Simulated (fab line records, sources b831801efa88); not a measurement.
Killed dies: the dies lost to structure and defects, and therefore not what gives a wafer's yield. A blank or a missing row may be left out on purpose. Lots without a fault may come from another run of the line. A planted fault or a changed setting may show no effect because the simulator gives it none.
Which tool was responsible? || flow sky130 || 33 wafers from 11 lots sampled at 5 of the route's 708 steps

WHAT THE GAUGES SHOWED, per wafer
SKY_GATE_OXIDE_TW_MEAS_14.
{"lot": "L733", "measured": "day 15 18:07", "on": "filmMetro-02", "GATE_OXIDE_TW": "225.9 227.0 225.4"}
{"lot": "L739", "measured": "day 17 12:55", "on": "filmMetro-02", "GATE_OXIDE_TW": "226.0 226.0 226.2"}
{"lot": "L740", "measured": "day 17 23:04", "on": "filmMetro-04", "GATE_OXIDE_TW": "227.8 227.8 227.4"}
{"lot": "L742", "measured": "day 19 04:28", "on": "filmMetro-01", "GATE_OXIDE_TW": "223.3 222.7 223.4"}
{"lot": "L743", "measured": "day 19 16:48", "on": "filmMetro-01", "GATE_OXIDE_TW": "222.3 222.8 222.9"}
{"lot": "L744", "measured": "day 20 00:32", "on": "filmMetro-01", "GATE_OXIDE_TW": "223.9 224.1 222.0"}
{"lot": "L745", "measured": "day 20 00:53", "on": "filmMetro-01", "GATE_OXIDE_TW": "224.1 224.3 224.4"}
{"lot": "L746", "measured": "day 20 09:18", "on": "filmMetro-04", "GATE_OXIDE_TW": "226.5 226.7 228.2"}
{"lot": "L747", "measured": "day 20 11:15", "on": "filmMetro-01", "GATE_OXIDE_TW": "224.0 222.6 225.0"}
{"lot": "L748", "measured": "day 21 00:11", "on": "filmMetro-01", "GATE_OXIDE_TW": "223.7 223.8 223.2"}
{"lot": "L749", "measured": "day 21 05:16", "on": "filmMetro-02", "GATE_OXIDE_TW": "224.6 224.9 225.7"}

SKY_POLY_GATE_CD_MEAS_22.
{"lot": "L733", "measured": "day 18 21:46", "on": "cdSem-01", "cdNm (nm)": "153.1 154.0 152.5"}
{"lot": "L739", "measured": "day 20 10:33", "on": "cdSem-02", "cdNm (nm)": "145.2 152.3 149.1"}
{"lot": "L740", "measured": "day 20 18:30", "on": "cdSem-02", "cdNm (nm)": "152.7 152.4 151.7"}
{"lot": "L742", "measured": "day 22 02:07", "on": "cdSem-01", "cdNm (nm)": "150.2 150.5 149.5"}
{"lot": "L743", "measured": "day 22 13:43", "on": "cdSem-01", "cdNm (nm)": "150.7 149.8 149.6"}
{"lot": "L744", "measured": "day 22 19:37", "on": "cdSem-01", "cdNm (nm)": "144.5 148.3 148.6"}
{"lot": "L745", "measured": "day 22 20:55", "on": "cdSem-02", "cdNm (nm)": "148.8 151.7 148.9"}
{"lot": "L746", "measured": "day 23 04:53", "on": "cdSem-01", "cdNm (nm)": "150.0 147.7 148.7"}
{"lot": "L747", "measured": "day 23 06:22", "on": "cdSem-01", "cdNm (nm)": "150.7 153.3 151.5"}
{"lot": "L748", "measured": "day 23 18:55", "on": "cdSem-01", "cdNm (nm)": "152.6 151.5 150.1"}
{"lot": "L749", "measured": "day 24 00:00", "on": "cdSem-02", "cdNm (nm)": "151.6 150.9 150.4"}

EACH LOT AND THE TOOL THAT RAN IT (in order: tool; ch and the chambers of the sampled wafers; start)
{"lot": "L733", "SKY_SONOS_ONO_STRIP_17": "plasmaAsher-01 ch 0,1, day 14 11:38", "SKY_POLY_GATE_ETCH_17": "rieSi-01 ch 1,2,3, day 18 19:11", "SKY_POLY_GATE_STRIP_18": "plasmaAsher-04 ch 0,1, day 18 19:15"}
{"lot": "L739", "SKY_SONOS_ONO_STRIP_17": "plasmaAsher-01 ch 0,1, day 16 06:14", "SKY_POLY_GATE_ETCH_17": "rieSi-02 ch 0,1,3, day 20 08:03", "SKY_POLY_GATE_STRIP_18": "plasmaAsher-04 ch 0,1, day 20 08:07"}
{"lot": "L740", "SKY_SONOS_ONO_STRIP_17": "plasmaAsher-02 ch 0,1, day 16 15:59", "SKY_POLY_GATE_ETCH_17": "rieSi-02 ch 2,3, day 20 16:53", "SKY_POLY_GATE_STRIP_18": "plasmaAsher-04 ch 0, day 20 16:57"}
{"lot": "L742", "SKY_SONOS_ONO_STRIP_17": "plasmaAsher-02 ch 0,1, day 17 19:27", "SKY_POLY_GATE_ETCH_17": "rieSi-01 ch 0,1,3, day 22 00:20", "SKY_POLY_GATE_STRIP_18": "plasmaAsher-01 ch 0,1, day 22 00:26"}
{"lot": "L743", "SKY_SONOS_ONO_STRIP_17": "plasmaAsher-02 ch 0, day 18 08:14", "SKY_POLY_GATE_ETCH_17": "rieSi-01 ch 0,2, day 22 12:03", "SKY_POLY_GATE_STRIP_18": "plasmaAsher-01 ch 0,1, day 22 12:06"}
{"lot": "L744", "SKY_SONOS_ONO_STRIP_17": "plasmaAsher-03 ch 0,1, day 18 14:48", "SKY_POLY_GATE_ETCH_17": "rieSi-02 ch 0,1, day 22 18:03", "SKY_POLY_GATE_STRIP_18": "plasmaAsher-01 ch 0,1, day 22 18:08"}
{"lot": "L745", "SKY_SONOS_ONO_STRIP_17": "plasmaAsher-03 ch 0,1, day 18 15:32", "SKY_POLY_GATE_ETCH_17": "rieSi-01 ch 0,2, day 22 19:21", "SKY_POLY_GATE_STRIP_18": "plasmaAsher-01 ch 0,1, day 22 19:25"}
{"lot": "L746", "SKY_SONOS_ONO_STRIP_17": "plasmaAsher-02 ch 0,1, day 18 22:55", "SKY_POLY_GATE_ETCH_17": "rieSi-02 ch 0,1,2, day 23 03:17", "SKY_POLY_GATE_STRIP_18": "plasmaAsher-02 ch 0,1, day 23 03:21"}
{"lot": "L747", "SKY_SONOS_ONO_STRIP_17": "plasmaAsher-02 ch 0,1, day 19 02:22", "SKY_POLY_GATE_ETCH_17": "rieSi-01 ch 1,2,3, day 23 04:48", "SKY_POLY_GATE_STRIP_18": "plasmaAsher-04 ch 0,1, day 23 04:52"}
{"lot": "L748", "SKY_SONOS_ONO_STRIP_17": "plasmaAsher-02 ch 0,1, day 19 15:07", "SKY_POLY_GATE_ETCH_17": "rieSi-02 ch 1,3, day 23 17:21", "SKY_POLY_GATE_STRIP_18": "plasmaAsher-02 ch 0,1, day 23 17:26"}
{"lot": "L749", "SKY_SONOS_ONO_STRIP_17": "plasmaAsher-01 ch 0,1, day 19 20:29", "SKY_POLY_GATE_ETCH_17": "rieSi-01 ch 0,3, day 23 22:27", "SKY_POLY_GATE_STRIP_18": "plasmaAsher-02 ch 0,1, day 23 22:31"}
- SKY_SONOS_ONO_STRIP_17: strips in O2/N2.
- SKY_POLY_GATE_ETCH_17: etches poly-Si in HBr/Cl2, stops on SiO2, target depth 180 nm, time 70.5 s.
- SKY_POLY_GATE_STRIP_18: strips in O2/N2.

AS READ BY THE TOOLS THEMSELVES (means over the sampled wafers that have a number; for cases with no such wafer, the mark the record gives instead)
SKY_SONOS_ONO_STRIP_17.
{"lot": "L733", "tool": "plasmaAsher-01", "drypumpMotorCurrentA (A)": 5.2, "o2FlowSccm (sccm)": 3013, "oesProductAu (a.u.)": 0.707, "stripTimeToEndpointS (s)": 14.06}
{"lot": "L739", "tool": "plasmaAsher-01", "drypumpMotorCurrentA (A)": 5.2, "o2FlowSccm (sccm)": 2997, "oesProductAu (a.u.)": 0.715, "stripTimeToEndpointS (s)": 14.05}
{"lot": "L740", "tool": "plasmaAsher-02", "drypumpMotorCurrentA (A)": 5.7, "o2FlowSccm (sccm)": 2993, "oesProductAu (a.u.)": 0.708, "stripTimeToEndpointS (s)": 14.13}
{"lot": "L742", "tool": "plasmaAsher-02", "drypumpMotorCurrentA (A)": 5.7, "o2FlowSccm (sccm)": 3000, "oesProductAu (a.u.)": 0.712, "stripTimeToEndpointS (s)": 14.09}
{"lot": "L743", "tool": "plasmaAsher-02", "drypumpMotorCurrentA (A)": 5.7, "o2FlowSccm (sccm)": 2990, "oesProductAu (a.u.)": 0.710, "stripTimeToEndpointS (s)": 14.10}
{"lot": "L744", "tool": "plasmaAsher-03", "drypumpMotorCurrentA (A)": 5.3, "o2FlowSccm (sccm)": 2993, "oesProductAu (a.u.)": 0.704, "stripTimeToEndpointS (s)": 14.10}
{"lot": "L745", "tool": "plasmaAsher-03", "drypumpMotorCurrentA (A)": 5.6, "o2FlowSccm (sccm)": 2998, "oesProductAu (a.u.)": 0.707, "stripTimeToEndpointS (s)": 14.13}
{"lot": "L746", "tool": "plasmaAsher-02", "drypumpMotorCurrentA (A)": 5.7, "o2FlowSccm (sccm)": 2996, "oesProductAu (a.u.)": 0.712, "stripTimeToEndpointS (s)": 14.11}
{"lot": "L747", "tool": "plasmaAsher-02", "drypumpMotorCurrentA (A)": 5.7, "o2FlowSccm (sccm)": 3004, "oesProductAu (a.u.)": 0.711, "stripTimeToEndpointS (s)": 14.08}
{"lot": "L748", "tool": "plasmaAsher-02", "drypumpMotorCurrentA (A)": 5.7, "o2FlowSccm (sccm)": 2997, "oesProductAu (a.u.)": 0.714, "stripTimeToEndpointS (s)": 14.07}
{"lot": "L749", "tool": "plasmaAsher-01", "drypumpMotorCurrentA (A)": 5.2, "o2FlowSccm (sccm)": 3003, "oesProductAu (a.u.)": 0.708, "stripTimeToEndpointS (s)": 14.05}

SKY_POLY_GATE_ETCH_17.
{"lot": "L733", "tool": "rieSi-01", "drypumpMotorCurrentA (A)": 5.80, "oesProductAu (a.u.)": 0.989, "throttleValvePct (%)": 33.678}
{"lot": "L739", "tool": "rieSi-02", "drypumpMotorCurrentA (A)": 5.54, "oesProductAu (a.u.)": 0.989, "throttleValvePct (%)": 33.682}
{"lot": "L740", "tool": "rieSi-02", "drypumpMotorCurrentA (A)": 5.83, "oesProductAu (a.u.)": 0.995, "throttleValvePct (%)": 33.680}
{"lot": "L742", "tool": "rieSi-01", "drypumpMotorCurrentA (A)": 5.82, "oesProductAu (a.u.)": 0.994, "throttleValvePct (%)": 33.689}
{"lot": "L743", "tool": "rieSi-01", "drypumpMotorCurrentA (A)": 5.90, "oesProductAu (a.u.)": 0.987, "throttleValvePct (%)": 33.680}
{"lot": "L744", "tool": "rieSi-02", "drypumpMotorCurrentA (A)": 5.33, "oesProductAu (a.u.)": 0.983, "throttleValvePct (%)": 33.683}
{"lot": "L745", "tool": "rieSi-01", "drypumpMotorCurrentA (A)": 5.95, "oesProductAu (a.u.)": 0.988, "throttleValvePct (%)": 33.691}
{"lot": "L746", "tool": "rieSi-02", "drypumpMotorCurrentA (A)": 5.41, "oesProductAu (a.u.)": 0.977, "throttleValvePct (%)": 33.684}
{"lot": "L747", "tool": "rieSi-01", "drypumpMotorCurrentA (A)": 5.80, "oesProductAu (a.u.)": 0.980, "throttleValvePct (%)": 33.679}
{"lot": "L748", "tool": "rieSi-02", "drypumpMotorCurrentA (A)": 5.55, "oesProductAu (a.u.)": 1.006, "throttleValvePct (%)": 33.669}
{"lot": "L749", "tool": "rieSi-01", "drypumpMotorCurrentA (A)": 5.96, "oesProductAu (a.u.)": 0.990, "throttleValvePct (%)": 33.681}

SKY_POLY_GATE_STRIP_18.
{"lot": "L733", "tool": "plasmaAsher-04", "drypumpMotorCurrentA (A)": 6.6, "o2FlowSccm (sccm)": 2995, "oesProductAu (a.u.)": 0.350, "stripTimeToEndpointS (s)": 2.97}
{"lot": "L739", "tool": "plasmaAsher-04", "drypumpMotorCurrentA (A)": 6.6, "o2FlowSccm (sccm)": 3008, "oesProductAu (a.u.)": 0.366, "stripTimeToEndpointS (s)": 3.19}
{"lot": "L740", "tool": "plasmaAsher-04", "drypumpMotorCurrentA (A)": 6.6, "o2FlowSccm (sccm)": 2990, "oesProductAu (a.u.)": 0.360, "stripTimeToEndpointS (s)": 3.16}
{"lot": "L742", "tool": "plasmaAsher-01", "drypumpMotorCurrentA (A)": 5.7, "o2FlowSccm (sccm)": 3000, "oesProductAu (a.u.)": 0.363, "stripTimeToEndpointS (s)": 3.17}
{"lot": "L743", "tool": "plasmaAsher-01", "drypumpMotorCurrentA (A)": 5.2, "o2FlowSccm (sccm)": 2999, "oesProductAu (a.u.)": 0.363, "stripTimeToEndpointS (s)": 3.20}
{"lot": "L744", "tool": "plasmaAsher-01", "drypumpMotorCurrentA (A)": 5.2, "o2FlowSccm (sccm)": 2995, "oesProductAu (a.u.)": 0.360, "stripTimeToEndpointS (s)": 3.19}
{"lot": "L745", "tool": "plasmaAsher-01", "drypumpMotorCurrentA (A)": 5.2, "o2FlowSccm (sccm)": 3009, "oesProductAu (a.u.)": 0.362, "stripTimeToEndpointS (s)": 3.21}
{"lot": "L746", "tool": "plasmaAsher-02", "drypumpMotorCurrentA (A)": 5.7, "o2FlowSccm (sccm)": 2992, "oesProductAu (a.u.)": 0.365, "stripTimeToEndpointS (s)": 3.16}
{"lot": "L747", "tool": "plasmaAsher-04", "drypumpMotorCurrentA (A)": 6.6, "o2FlowSccm (sccm)": 3002, "oesProductAu (a.u.)": 0.356, "stripTimeToEndpointS (s)": 3.19}
{"lot": "L748", "tool": "plasmaAsher-02", "drypumpMotorCurrentA (A)": 5.7, "o2FlowSccm (sccm)": 2989, "oesProductAu (a.u.)": 0.361, "stripTimeToEndpointS (s)": 3.17}
{"lot": "L749", "tool": "plasmaAsher-02", "drypumpMotorCurrentA (A)": 5.7, "o2FlowSccm (sccm)": 2996, "oesProductAu (a.u.)": 0.359, "stripTimeToEndpointS (s)": 3.18}

THE ANSWER, worked out from the rows above alone
Rule: usual is defined by the lots themselves. Put in order of their means at a reading, lots are off if they are a third of the lots or fewer, leave a main group of 4 or more, and stand apart from it by a gap of 3 or more times the standard deviation of the main group's means; of several such gaps the widest counts. Not used: any main group whose means are identical at the precision the tables above print for the reading. A lot without any number at a reading at which 4 lots or more have one is off too. All remaining lots with rows at the step are treated as sound. First the gauges in route order, then the tools' own readings, where a lot's mean is used as printed above. At the first step where some lot is off, the reading lying furthest off is the one used; lots without a number count as furthest.
Off at SKY_POLY_GATE_STRIP_18 (stripTimeToEndpointS): L733. Mean 3.18 s and standard deviation 0.016 in the main group.
If a tool, at that step or one of the process steps before it, ran each lot that is off and ran no sound lot following the first of them, it fits. No candidate that was tried fits.

WHAT THE SIMULATOR HAD PUT IN
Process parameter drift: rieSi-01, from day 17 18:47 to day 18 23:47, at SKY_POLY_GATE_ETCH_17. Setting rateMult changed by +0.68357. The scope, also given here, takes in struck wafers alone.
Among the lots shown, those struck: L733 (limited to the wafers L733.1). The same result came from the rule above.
